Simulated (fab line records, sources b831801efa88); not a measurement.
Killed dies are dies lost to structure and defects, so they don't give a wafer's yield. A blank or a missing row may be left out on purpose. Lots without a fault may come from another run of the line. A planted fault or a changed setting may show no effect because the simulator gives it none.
Split-lot experiment | flow gf180mcu | 5 lots, 23 wafers read, on a route of 602 steps

THE SPLIT
At GF_NWELL_COAT_02 (resist thk 3000 nm), the setting spin_rpm was moved away from the recipe's 2000 rpm on 7 of the 23 wafers read, by -6.2% to +7.3%. The other wafers ran this setting at the recipe's value.

FROM THE SPLIT TO THE READING: what the file shows between them, 3 steps
- GF_NWELL_SOFTBAKE_03
- GF_NWELL_EXPOSE_04: exposes mask Nwell, target cd 860 nm
- GF_NWELL_PEB_05

THE READING
NWELL.cd_nm (the simulator's own value, which no gauge read), in nm, at GF_NWELL_DEVELOP_06 (develop time 62.53 s). The file gives no usual value for it. The 16 wafers here that ran the recipe average 858.9 nm, standard deviation 4.3 nm.

wafer  | tool, chamber at the split | spin_rpm as run, rpm | against the recipe | NWELL.cd_nm, nm | against lot-mates on the recipe
L074.1 | litho_track-02, 0          | 2000                 | recipe             | 858.8           | -
L074.2 | litho_track-02, 0          | 2000                 | recipe             | 857.9           | -
L074.3 | litho_track-02, 0          | 2000                 | recipe             | 859.5           | -
L074.5 | litho_track-02, 0          | 2000                 | recipe             | 857.6           | -
L074.6 | litho_track-02, 0          | 2000                 | recipe             | 857.8           | -
L077.2 | litho_track-03, 0          | 2000                 | recipe             | 867.2           | -
L077.3 | litho_track-03, 0          | 2075                 | +3.8%              | 869.7           | +4.1
L077.4 | litho_track-03, 0          | 2000                 | recipe             | 865.3           | -
L077.5 | litho_track-03, 0          | 2000                 | recipe             | 864.3           | -
L077.6 | litho_track-03, 0          | 2075                 | +3.8%              | 866.6           | +1.0
L079.1 | litho_track-02, 0          | 2000                 | recipe             | 858.6           | -
L079.2 | litho_track-02, 0          | 2000                 | recipe             | 859.3           | -
L079.3 | litho_track-02, 0          | 2145                 | +7.3%              | 864.6           | +4.8
L079.4 | litho_track-02, 0          | 2000                 | recipe             | 861.4           | -
L079.5 | litho_track-02, 0          | 2145                 | +7.3%              | 865.3           | +5.5
L080.1 | litho_track-03, 0          | 2000                 | recipe             | 849.7           | -
L080.2 | litho_track-03, 0          | 1877                 | -6.2%              | 846.1           | -4.4
L080.3 | litho_track-03, 0          | 1877                 | -6.2%              | 847.1           | -3.4
L080.4 | litho_track-03, 0          | 1877                 | -6.2%              | 847             | -3.5
L080.6 | litho_track-03, 0          | 2000                 | recipe             | 851.2           | -
L082.1 | litho_track-02, 0          | 2000                 | recipe             | 858.5           | -
L082.3 | litho_track-02, 0          | 2000                 | recipe             | 857.4           | -
L082.5 | litho_track-02, 0          | 2000                 | recipe             | 858.6           | -

THE FIT
A straight line over all 23 wafers: NWELL.cd_nm changes by +1.55 nm for each +1% of spin_rpm; r = +0.77; the points scatter about the line by 4.3 nm.
The same after taking each lot's own level away (the mean of its wafers on the recipe; 23 wafers): +0.659 nm for each +1%; r = +0.92; scatter 0.96 nm.
On that fit, the largest move of spin_rpm shifts the reading by 4.8 nm.
The lots' own levels span 850.45 to 865.60 nm, that is 3.5 times the standard deviation above.
So the lot-to-lot level blurs the effect unless lot-mates are compared.
Check: with one of the wafers moved furthest among these (+7.3%) left out of the fit, the line predicts +4.87 nm for it against its lot-mates. It came out at +4.83 nm against them.

OTHER SPLITS ON THESE WAFERS
These wafers also went through other splits before the reading. Each is held against what the fit with the lots' levels taken away leaves over:
other split on the same wafers  | wafers away from the commonest value | r with NWELL.cd_nm (lot level and that fit taken away)
GF_STI_COAT_07 resist_thk_nm    | 6                                    | +0.17
GF_STI_SOFTBAKE_08 temp_c       | 8                                    | +0.00
GF_DNWELL_COAT_02 resist_thk_nm | 7                                    | +0.16

THE WHOLE CHAIN: every reading that the file lists as answering this split, in the file's order
step                | what it does         | reading                                                                       | change (the file's fit)              | r (the file's)
GF_NWELL_COAT_02    | resist thk 3000 nm   | coat_of_NWELL_COAT_02.thk_nm (the simulator's own value, which no gauge read) | -14.8 nm for each +1% of the setting | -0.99
GF_NWELL_DEVELOP_06 | develop time 62.53 s | NWELL.cd_nm (the simulator's own value, which no gauge read)                  | +0.67 nm for each +1% of the setting | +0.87
GF_NWELL_STRIP_10   | strips in O2/N2      | strip_time_to_endpoint_s                                                      | withheld for each +1% of the setting | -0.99

THE FILE'S OWN FIT
NWELL.cd_nm changes by +0.67 nm for each +1% of spin_rpm, r = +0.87.
